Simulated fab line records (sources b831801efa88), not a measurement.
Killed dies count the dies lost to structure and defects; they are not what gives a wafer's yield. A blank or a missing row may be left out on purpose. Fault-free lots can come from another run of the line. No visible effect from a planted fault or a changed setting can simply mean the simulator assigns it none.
Comparing a struck lot with a sound one	flow sky130	14 out of 708 route steps
Sound: wafers L772.1, L772.2, L772.4. The struck wafers were L786.2, L786.3, L786.5. The cause is given at the end.
For every step that has rows: the tool of each side, followed by ch and its chambers, followed by its first start. Under that, the readings that differ: sound wafers	struck wafers	difference of the means	sigmas: that difference in standard deviations of wafers without a fault.
alike: words and numbers the same on both sides, and readings whose means are apart by under 2 such deviations; not compared: readings that were withheld, readings missing a value for some wafer, numbers with overlapping values and no deviation given by the record, and bounds like >300 which may hide the same value.
A row with sigmas, a row that says differs or no value, or rows on one side alone: a step with any of these is where the two part. Numbers that don't overlap but have no deviation are shown without sigmas and don't part them. A reading that every wafer of one side lacks parts them only if that side has two wafers or more.

SKY_LI_CONTACT_CVD_21: deposits W, target thk 400 nm, time 120.56 s.
  sound on cvd_w-02 ch 0,1, day 30 14:29; struck on cvd_w-01 ch 0,1, day 35 06:26
  alike: heater_power_w
SKY_LI_CONTACT_RS_MEAS_22: measurement is done with a four-point probe.
  sound on film_metro-01 at day 30 14:37; struck on film_metro-04 at day 35 06:35
  alike: LI_CONTACT_W_RS
SKY_LI_CONTACT_THK_MEAS_23: measures by xrf.
  sound on film_metro-01 at day 30 14:44; struck on film_metro-04 at day 35 06:42
  alike: LI_CONTACT_W_THK
SKY_LI_CONTACT_CMP_24: polishes, stops on PSG, t overpolish 20 s, target thk 0 nm.
  sound on cmp-01 ch 0,2,3, day 30 14:48; struck on cmp-01 ch 0,1,2, day 35 06:48
  alike: motor_current_A, overpolish_run_s, retaining_ring_pressure_frac, time_to_endpoint_s
SKY_LOCAL_INTERCONNECT_SPUTTER_00: material TiN, target thk 100 nm, time 83.3 s.
  sound on pvd_sputter-02 at day 30 15:06; struck on pvd_sputter-02 at day 35 07:03
  alike: throttle_valve_pct
SKY_LOCAL_INTERCONNECT_RS_MEAS_01: measurement is done with a four-point probe.
  sound on film_metro-02 at day 30 15:10; struck on film_metro-02 at day 35 07:08
  alike: LOCAL_INTERCONNECT_TIN_RS
SKY_LOCAL_INTERCONNECT_THK_MEAS_02: measures by xrf.
  sound on film_metro-02 at day 30 15:17; struck on film_metro-02 at day 35 07:14
  alike: LOCAL_INTERCONNECT_TIN_THK
then, 5 steps without rows for these wafers: SKY_LOCAL_INTERCONNECT_DEHYDRATE_03 (time 60 s); SKY_LOCAL_INTERCONNECT_HMDS_04 (prime time 60 s); SKY_LOCAL_INTERCONNECT_COAT_05 (resist thk 60 nm); SKY_LOCAL_INTERCONNECT_COAT_06 (resist thk 450 nm); SKY_LOCAL_INTERCONNECT_SOFTBAKE_07 (time 90 s).
SKY_LOCAL_INTERCONNECT_EXPOSE_08: exposes mask LI1M, target cd 170 nm.
  sound on krf_scanner-02 ch 0, day 31 05:19; struck on krf_scanner-02, day 35 19:47
  no value came back on the struck wafers for exposure_dose_mJ_cm2, focus_offset_nm (nm); on the sound wafers exposure_dose_mJ_cm2 reads 27.97 27.93 27.98
  alike: mask
next, for these wafers, 1 step has no rows: SKY_LOCAL_INTERCONNECT_PEB_09.

WHERE THEY PART
Only at SKY_LOCAL_INTERCONNECT_EXPOSE_08, as far as this record shows.

WHY: what had been put in by the simulator
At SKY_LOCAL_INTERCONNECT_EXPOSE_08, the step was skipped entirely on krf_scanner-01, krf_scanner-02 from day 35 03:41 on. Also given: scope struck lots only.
